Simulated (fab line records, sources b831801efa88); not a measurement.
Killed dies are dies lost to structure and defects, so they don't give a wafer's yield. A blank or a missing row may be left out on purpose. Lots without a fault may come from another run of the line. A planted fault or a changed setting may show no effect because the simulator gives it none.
Which tool did it? | flow sky130 | 11 lots, 33 wafers sampled, at 2 steps of a route of 708

WHAT THE GAUGES READ, wafer by wafer
SKY_POLY_GATE_THK_MEAS_01.
lot  | measured     | on            | POLY_GATE_CVD_00_THK (nm)
L337 | day 13 16:40 | film_metro-04 | 175.3 174.7 175.3
L339 | day 14 12:43 | film_metro-01 | 178.1 178.1 178.8
L342 | day 15 19:05 | film_metro-04 | 177.1 177.7 179.2
L344 | day 16 09:46 | film_metro-04 | 175.5 176.4 176.8
L349 | day 17 23:55 | film_metro-02 | 179.8 178.2 178.6
L351 | day 18 16:05 | film_metro-01 | 177.0 178.9 178.1
L352 | day 19 16:01 | film_metro-04 | 119.9 117.2 116.5
L353 | day 20 03:26 | film_metro-04 | 117.7 118.5 118.2
L354 | day 20 05:14 | film_metro-01 | 121.8 122.5 121.9
L360 | day 22 20:01 | film_metro-01 | 178.4 179.5 179.8
L359 | day 23 00:04 | film_metro-02 | 181.3 181.2 183.7

WHICH TOOL RAN EACH LOT (tool, then ch and the chambers of the sampled wafers, then the start)
lot  | SKY_POLY_GATE_CVD_00
L337 | lpcvd-01 ch 1, day 13 15:27
L339 | lpcvd-01 ch 1, day 14 11:31
L342 | lpcvd-01 ch 1, day 15 17:52
L344 | lpcvd-01 ch 0, day 16 08:32
L349 | lpcvd-01 ch 1, day 17 22:43
L351 | lpcvd-01 ch 0, day 18 14:53
L352 | lpcvd-01 ch 1, day 19 14:49
L353 | lpcvd-01 ch 1, day 20 01:38
L354 | lpcvd-01 ch 1, day 20 03:26
L360 | lpcvd-01 ch 0, day 22 18:13
L359 | lpcvd-01 ch 0, day 22 22:16
- SKY_POLY_GATE_CVD_00: deposits poly-Si, target thk 180 nm, time 720 s.

THE ANSWER, worked out from the rows above alone
Rule: what is usual is taken from the lots themselves. Put in order of their means at a reading, lots are off if they are a third of the lots or fewer, leave a main group of 4 or more, and stand apart from it by a gap of 3 or more times the standard deviation of the main group's means; of several such gaps the widest counts. A main group whose means are all the same, to the digits that the tables above print for the reading, isn't used. A lot without any number at a reading at which 4 lots or more have one is off too. The other lots that the step has rows for count as sound.
Off: L352, L353, L354, at SKY_POLY_GATE_THK_MEAS_01 (POLY_GATE_CVD_00_THK). The main group: mean 178.2 nm, standard deviation 1.9.
A tool fits if, at a process step before that reading, it ran every lot that is off, and no sound lot after the first of them. The gauges at SKY_POLY_GATE_THK_MEAS_01 are tried like those tools. None of those tried fits.

WHAT THE SIMULATOR HAD PUT IN
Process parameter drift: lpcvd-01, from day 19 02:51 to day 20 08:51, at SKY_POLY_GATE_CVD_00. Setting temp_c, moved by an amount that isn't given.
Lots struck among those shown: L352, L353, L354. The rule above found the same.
